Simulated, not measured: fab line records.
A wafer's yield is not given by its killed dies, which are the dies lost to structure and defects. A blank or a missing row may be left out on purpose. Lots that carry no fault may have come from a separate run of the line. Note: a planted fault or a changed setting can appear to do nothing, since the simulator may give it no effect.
Which tool was responsible? ; flow sky130 ; Sampling: 11 lots, 33 wafers, 3 of 708 route steps

== WHAT THE GAUGES SHOWED, per wafer ==
SKY_VIA4_THK_MEAS_20: measures by xrf. Usual: for VIA4_W_THK the level is 516 nm and the standard deviation is 9.8.
lot;measured;on;VIA4_W_THK (nm);flag
L477;day 43 00:49;film_metro-01;518 509 504;
L478;day 43 03:24;film_metro-04;508 519 525;
L479;day 43 06:01;film_metro-04;534 517 517;
L480;day 43 19:08;film_metro-04;519 510 515;
L481;day 44 00:47;film_metro-04;522 518 530;
L485;day 45 00:58;film_metro-03;524 504 514;
L488;day 45 13:10;film_metro-04;516 508 522;
L489;day 45 21:08;film_metro-01;499 524 507;
L493;day 47 04:05;film_metro-04;529 505 506;
L498;day 48 04:31;film_metro-04;526 505 534;
L499;day 48 12:00;film_metro-03;508 518 507;

SKY_PASSIVATION_THK_MEAS_01. Usual: for PASSIVATION_CVD_00_THK the level is 90.0 nm and the standard deviation is 0.99.
lot;measured;on;PASSIVATION_CVD_00_THK (nm);flag
L477;day 44 01:23;film_metro-01;88.9 88.8 90.2;
L478;day 44 04:36;film_metro-03;91.0 90.8 92.0;
L479;day 44 06:13;film_metro-01;89.4 89.2 90.4;
L480;day 44 17:28;film_metro-02;90.3 88.8 91.8;
L481;day 45 00:49;film_metro-02;89.3 90.5 90.4;
L485;day 45 23:41;film_metro-01;90.4 90.4 91.6;
L488;day 46 11:20;film_metro-02;89.1 90.6 90.9;
L489;day 46 19:24;film_metro-02;89.9 90.4 90.7;
L493;day 48 00:51;film_metro-01;88.1 88.1 89.9;
L498;day 49 00:17;film_metro-02;90.3 90.5 91.1;
L499;day 49 06:59;film_metro-01;89.9 89.6 90.6;

== TOOL THAT RAN EACH LOT (tool first, then ch and the chambers of the sampled wafers, then the start) ==
lot;SKY_METAL5_STRIP_16
L477;plasma_asher-02 ch 0,1, day 44 00:16
L478;plasma_asher-02 ch 0,1, day 44 03:19
L479;plasma_asher-01 ch 0,1, day 44 05:32
L480;plasma_asher-02 ch 0,1, day 44 16:49
L481;plasma_asher-02 ch 0,1, day 45 00:11
L485;plasma_asher-01 ch 0,1, day 45 22:58
L488;plasma_asher-01 ch 0,1, day 46 10:37
L489;plasma_asher-03 ch 0,1, day 46 18:42
L493;plasma_asher-01 ch 0,1, day 48 00:11
L498;plasma_asher-01 ch 0,1, day 48 23:40
L499;plasma_asher-02 ch 0,1, day 49 06:19
- SKY_METAL5_STRIP_16: strips in O2/N2.

== AS READ BY THE TOOLS THEMSELVES (means over the sampled wafers that have a number; for cases with no such wafer, the mark the record gives instead) ==
SKY_METAL5_STRIP_16. Usual: drypump_motor_current_A 6.0 A, standard deviation 0.34; oes_product_au 0.710 a.u., standard deviation 0.0043; strip_time_to_endpoint_s 13.11 s, standard deviation 0.11.
lot;tool;drypump_motor_current_A (A);oes_product_au (a.u.);strip_time_to_endpoint_s (s);flag
L477;plasma_asher-02;6.1;0.708;13.19;
L478;plasma_asher-02;6.1;0.714;13.13;
L479;plasma_asher-01;5.7;0.708;13.12;
L480;plasma_asher-02;6.1;0.715;13.29;
L481;plasma_asher-02;6.0;0.707;13.05;
L485;plasma_asher-01;5.4;0.712;12.99;
L488;plasma_asher-01;5.7;0.711;13.15;
L489;plasma_asher-03;6.2;0.705;13.04;
L493;plasma_asher-01;5.7;0.710;13.10;
L498;plasma_asher-01;5.5;0.710;13.14;
L499;plasma_asher-02;6.1;0.711;13.01;

== THE ANSWER, worked out from the rows above alone ==
Rule: take the mean of a lot's wafers that have a number; if it is more than 3 standard deviations from the usual mean, the lot is off. Also off: a lot with no number at a reading for which 4 or more lots have one. The other lots that the step has rows for count as sound. First the gauges in route order, then the tools' own readings, where a lot's mean is used as printed above. At the first step where some lot is off, the reading lying furthest off is the one used; lots without a number count as furthest.
No lot is off at any reading shown: from this, nothing can be told.

== WHAT HAD BEEN PUT IN BY THE SIMULATOR ==
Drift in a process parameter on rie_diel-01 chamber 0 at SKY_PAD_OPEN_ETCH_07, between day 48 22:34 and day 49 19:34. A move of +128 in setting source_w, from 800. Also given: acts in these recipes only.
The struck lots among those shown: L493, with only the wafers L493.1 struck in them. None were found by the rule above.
